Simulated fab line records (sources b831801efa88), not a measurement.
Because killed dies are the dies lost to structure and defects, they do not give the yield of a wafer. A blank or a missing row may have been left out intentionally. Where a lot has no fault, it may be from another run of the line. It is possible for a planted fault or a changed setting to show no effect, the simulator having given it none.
A lot that was struck, set against a sound lot ; flow sky130 ; 14 out of 708 route steps
Sound: these wafers, L744.2, L744.3, L744.4. Wafers L755.1, L755.5, L755.6 were the ones struck. The cause comes at the end.
Per side, at each step with rows, come the tool, then ch with its chambers, and then its first start. Under that, the readings that differ: sound wafers ; struck wafers ; difference of the means ; sigmas: that difference in standard deviations of wafers without a fault.
alike: readings with means less than 2 such deviations apart, plus words and numbers identical on both sides. not compared: withheld readings, readings lacking a value on some wafer, bounds such as >300 that could conceal the same value, and numbers that have no deviation in the record and whose values overlap.
Wherever a step has rows on one side only, a row that says differs or no value, or a row with sigmas, the two part there. Numbers that have no deviation but don't overlap get no sigmas and don't part them. Lack of a reading on every wafer of one side parts them only where that side has two or more wafers.

first, 1 step without rows for these wafers: SKY_SONOS_ONO_OXIDATION_00 (stabilise 600 s, purge 300 s, target thk 2.6 nm).
SKY_SONOS_ONO_THK_MEAS_01:
  struck on film_metro-03, day 15 15:53; sound on film_metro-03, day 11 23:05
  alike: SONOS_ONO_OXIDATION_THK
then, 1 step without rows for these wafers: SKY_SONOS_ONO_CVD_02 (deposits Si3N4 from DCS/NH3, target thk 10.5 nm, time 180 s).
SKY_SONOS_ONO_THK_MEAS_03:
  struck on film_metro-03, day 15 18:32; sound on film_metro-01, day 12 00:12
reading;sound;struck;difference;sigmas
SONOS_ONO_CVD_02_THK (nm);10.83 10.74 10.71;10.28 10.46 10.49;-0.35;-2
then, 1 step without rows for these wafers: SKY_SONOS_ONO_CVD_04 (deposits SiO2 from SiH4/N2O, target thk 5.7199 nm).
SKY_SONOS_ONO_THK_MEAS_05:
  struck on film_metro-04, day 15 19:50; sound on film_metro-01, day 12 01:31
  alike: SONOS_ONO_CVD_04_THK
then, 6 steps without rows for these wafers: SKY_SONOS_ONO_DEHYDRATE_06 (time 60 s); SKY_SONOS_ONO_HMDS_07 (prime time 60 s); SKY_SONOS_ONO_COAT_08 (resist thk 1140 nm); SKY_SONOS_ONO_SOFTBAKE_09 (time 60 s); SKY_SONOS_ONO_EXPOSE_10 (exposes mask ONOM, target cd 410 nm); SKY_SONOS_ONO_PEB_11.
SKY_SONOS_ONO_DEVELOP_12: develop time 60 s.
  sound on litho_track-03 ch 0, day 13 01:11; struck on litho_track-03, day 16 22:22
  no value came back on the struck wafers for chill_plate_temp_C (C), develop_time_s (s); on the sound wafers chill_plate_temp_C (C) reads 22.92 22.90 22.97
SKY_SONOS_ONO_CD_MEAS_13 targets a cd of 410 nm.
  struck on cd_sem-02, day 16 22:31; sound on cd_sem-02, day 13 01:20
reading;sound;struck;difference;sigmas
cd_nm (nm);411.0 411.4 411.5;- - -;no value on the struck wafers;

== WHERE THEY PART ==
Earliest at SKY_SONOS_ONO_THK_MEAS_03; latest, in this record, at SKY_SONOS_ONO_CD_MEAS_13.

WHY: the cause the simulator had injected
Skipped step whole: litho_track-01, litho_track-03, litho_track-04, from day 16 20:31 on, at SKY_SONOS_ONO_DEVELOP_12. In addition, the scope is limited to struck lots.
